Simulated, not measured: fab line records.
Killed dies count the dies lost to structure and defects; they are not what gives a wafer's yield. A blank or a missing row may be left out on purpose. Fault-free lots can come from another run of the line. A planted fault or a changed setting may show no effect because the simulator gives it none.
Struck lot and sound lot, side by side + flow sfq_line + 42 out of 325 route steps
Sound: these wafers, L995.2, L995.3, L995.5. Struck: wafer L997.2. (L997.1, L997.3 of the same lot were not struck and are left out.) The cause comes at the end.
Order at every step that has rows: each side's tool, ch and its chambers, its first start. Under that, the readings that differ: sound wafers + struck wafers + difference of the means + sigmas: that difference in standard deviations of wafers without a fault.
alike: readings whose means differ by less than 2 such deviations, and words and numbers that are the same on both sides. not compared: withheld readings, readings that some wafer has no value for, bounds like >300 that may hide the same value, and numbers for which the record gives no deviation and whose values overlap.
The two part at a step that has a row with sigmas, a row that says differs or no value, or rows on one side only. Numbers that don't overlap but have no deviation are shown without sigmas and don't part them. A reading that every wafer of one side lacks parts them only if that side has two wafers or more.

first, 6 steps without rows for these wafers: SFQ_TRILAYER_L0_VIA_LITHO_COAT_018 (resist thk 62 nm); SFQ_TRILAYER_L0_VIA_LITHO_COAT_013 (resist thk 650 nm); SFQ_TRILAYER_L0_VIA_LITHO_SOFTBAKE_017; SFQ_TRILAYER_L0_VIA_LITHO_EXPOSE_014 (exposes mask L0V, target cd 700 nm); SFQ_TRILAYER_L0_VIA_LITHO_PEB_016 (peb time 60 s); SFQ_TRILAYER_L0_VIA_LITHO_DEVELOP_015 (time 60 s).
SFQ_L0V_OVL_MEAS_903:
  sound: overlay-02 at day 12 09:36; struck: overlay-01 at day 12 21:31
  alike: L0V_OVL
SFQ_TRILAYER_L0_VIA_BARC_OPEN_VIA_ETCH_021: etches BARC in O2, target depth 125 nm, time 41.7 s.
  sound on rie_diel-02 ch 0,2, day 12 09:38; struck on rie_diel-01 ch 0, day 12 21:34
  alike: bias_w, drypump_motor_current_A, oes_product_au
  not compared: rf_hours_counter_h
SFQ_TRILAYER_L0_VIA_ETCH_VIA_ETCH_016: etches SiO2 in CHF3, stops on MoNx KI, target depth 80 nm.
  sound on rie_diel-02 ch 0,2, day 12 09:40; struck on rie_diel-01 ch 0, day 12 21:36
  alike: bias_w, drypump_motor_current_A, oes_product_au
SFQ_TRILAYER_L0_VIA_STRIP_STRIP_017: strips in O2.
  sound on rie_metal-04 ch 0, day 12 09:43; struck on rie_metal-04 ch 1, day 12 21:39
  alike: drypump_motor_current_A, oes_product_au, platen_temp_c
  not compared: rf_hours_counter_h
then, 2 steps without rows for these wafers: SFQ_TRILAYER_L0_VIA_STRIP_SOLV_CLEAN_018 (cleans in NMP, time 600 s); SFQ_TRILAYER_M0_DEP_PRE_CLEAN_020 (time 15 s).
SFQ_TRILAYER_M0_DEP_SPUTTER_019: material Nb, target thk 200 nm, time 133.3 s.
  sound: pvd_sputter-06 at day 12 10:32; struck: pvd_sputter-06 at day 12 22:27
| reading                                             | sound             | struck | difference | sigmas |
|-----------------------------------------------------|-------------------|--------|------------|--------|
| model.Nb_of_TRILAYER_M0_DEP_SPUTTER_019.thk_nm (nm) | 202.1 201.2 200.2 | 277    | +76        |        |
  alike: base_pressure_pa, substrate_temp_c, throttle_valve_pct
SFQ_M0_RS_MEAS_904: a four-point-probe measurement.
  sound: film_metro-01 at day 12 10:39; struck: film_metro-04 at day 12 22:32
| reading           | sound             | struck | difference | sigmas |
|-------------------|-------------------|--------|------------|--------|
| M0_NB_RS (ohm/sq) | 0.880 0.882 0.887 | 0.640  | -0.243     | -28    |
then, 6 steps without rows for these wafers: SFQ_TRILAYER_M0_LITHO_COAT_026 (resist thk 62 nm); SFQ_TRILAYER_M0_LITHO_COAT_021 (resist thk 600 nm); SFQ_TRILAYER_M0_LITHO_SOFTBAKE_025; SFQ_TRILAYER_M0_LITHO_EXPOSE_022 (exposes mask M0, target cd 500 nm); SFQ_TRILAYER_M0_LITHO_PEB_024 (peb time 60 s); SFQ_TRILAYER_M0_LITHO_DEVELOP_023 (time 60 s).
-- the record jumps here: 5 days lie between the struck wafers' starts before and after --
SFQ_M0_OVL_MEAS_906:
  sound: overlay-02 at day 17 05:37; struck: overlay-02 at day 17 16:25
  alike: M0_OVL
then, 1 step without rows for these wafers: SFQ_TRILAYER_M0_BARC_OPEN_METAL_ETCH_031 (etches BARC in O2, target depth 125 nm, time 41.7 s).
SFQ_TRILAYER_M0_ETCH_METAL_ETCH_024: etches Nb in Cl2/Ar, stops on SiO2, target depth 240 nm, time 120 s.
  sound on rie_metal-02 ch 0,1, day 17 05:43; struck on rie_metal-04 ch 0, day 17 16:31
| reading                     | sound             | struck | difference | sigmas |
|-----------------------------|-------------------|--------|------------|--------|
| drypump_motor_current_A (A) | 6.3 6.4 6.2       | 5.2    | -1.1       | -3     |
| oes_product_au (a.u.)       | 0.894 0.904 0.893 | 1.005  | +0.108     | +16    |
  alike: bias_w
  not compared: rf_hours_counter_h
then, 4 steps without rows for these wafers: SFQ_TRILAYER_M0_STRIP_STRIP_025 (strips in O2); SFQ_TRILAYER_M0_STRIP_SOLV_CLEAN_026 (cleans in NMP, time 600 s); SFQ_TRILAYER_I0_DEP_PECVD_027 (deposits SiO2 from SiH4/N2O, time 111.11 s, target thk 500 nm); SFQ_TRILAYER_I0_CMP_CMP_028 (polishes SiO2).
SFQ_I0_BOW_MEAS_907:
  sound: film_metro-02 at day 17 09:43; struck: film_metro-04 at day 17 20:29
  alike: I0_BOW
SFQ_TRILAYER_I0_METRO_MEASURE_029:
  sound: film_metro-02 at day 17 10:01; struck: film_metro-04 at day 17 20:37
  alike: thk_nm
then, 6 steps without rows for these wafers: SFQ_TRILAYER_I0_VIA_LITHO_COAT_036 (resist thk 62 nm); SFQ_TRILAYER_I0_VIA_LITHO_COAT_031 (resist thk 650 nm); SFQ_TRILAYER_I0_VIA_LITHO_SOFTBAKE_035; SFQ_TRILAYER_I0_VIA_LITHO_EXPOSE_032 (exposes mask I0, target cd 500 nm); SFQ_TRILAYER_I0_VIA_LITHO_PEB_034 (peb time 60 s); SFQ_TRILAYER_I0_VIA_LITHO_DEVELOP_033 (time 60 s).
-- the record jumps here: 6 days lie between the struck wafers' starts before and after --
SFQ_I0_OVL_MEAS_908:
  sound: overlay-02 at day 23 04:57; struck: overlay-02 at day 23 14:33
  alike: I0_OVL
SFQ_TRILAYER_I0_VIA_BARC_OPEN_VIA_ETCH_046: etches BARC in O2, target depth 125 nm, time 41.7 s.
  sound on rie_diel-03 ch 0,2, day 23 04:59; struck on rie_diel-01 ch 0, day 23 14:35
  alike: bias_w, drypump_motor_current_A, oes_product_au
  not compared: rf_hours_counter_h
then, 4 steps without rows for these wafers: SFQ_TRILAYER_I0_VIA_ETCH_VIA_ETCH_034 (etches SiO2 in CHF3, stops on Nb, target depth 260 nm); SFQ_TRILAYER_I0_VIA_STRIP_STRIP_035 (strips in O2); SFQ_TRILAYER_I0_VIA_STRIP_SOLV_CLEAN_036 (cleans in NMP, time 600 s); SFQ_TRILAYER_M1_DEP_PRE_CLEAN_038 (time 22.5 s).
-- the record jumps here: 57 days lie between the struck wafers' starts before and after --
SFQ_M8_BOW_MEAS_951:
  sound: film_metro-02 at day 80 08:40; struck: film_metro-02 at day 80 13:27
| reading                       | sound               | struck | difference | sigmas |
|-------------------------------|---------------------|--------|------------|--------|
| model.etest.m0.comb_log10_ohm | 12 12 12            | 0      | -12        |        |
| model.etest.m0.ohm_sq         | 0.8799 0.884 0.8885 | 0.6421 | -0.2420    |        |
  alike: M8_BOW

WHERE THEY PART
Earliest at SFQ_M0_RS_MEAS_904; latest, in this record, at SFQ_TRILAYER_M0_ETCH_METAL_ETCH_024. Later steps at which nothing parts them and some readings are alike: SFQ_I0_BOW_MEAS_907, SFQ_TRILAYER_I0_METRO_MEASURE_029, SFQ_I0_OVL_MEAS_908, SFQ_TRILAYER_I0_VIA_BARC_OPEN_VIA_ETCH_046, SFQ_M8_BOW_MEAS_951.

WHY: what had been put in by the simulator
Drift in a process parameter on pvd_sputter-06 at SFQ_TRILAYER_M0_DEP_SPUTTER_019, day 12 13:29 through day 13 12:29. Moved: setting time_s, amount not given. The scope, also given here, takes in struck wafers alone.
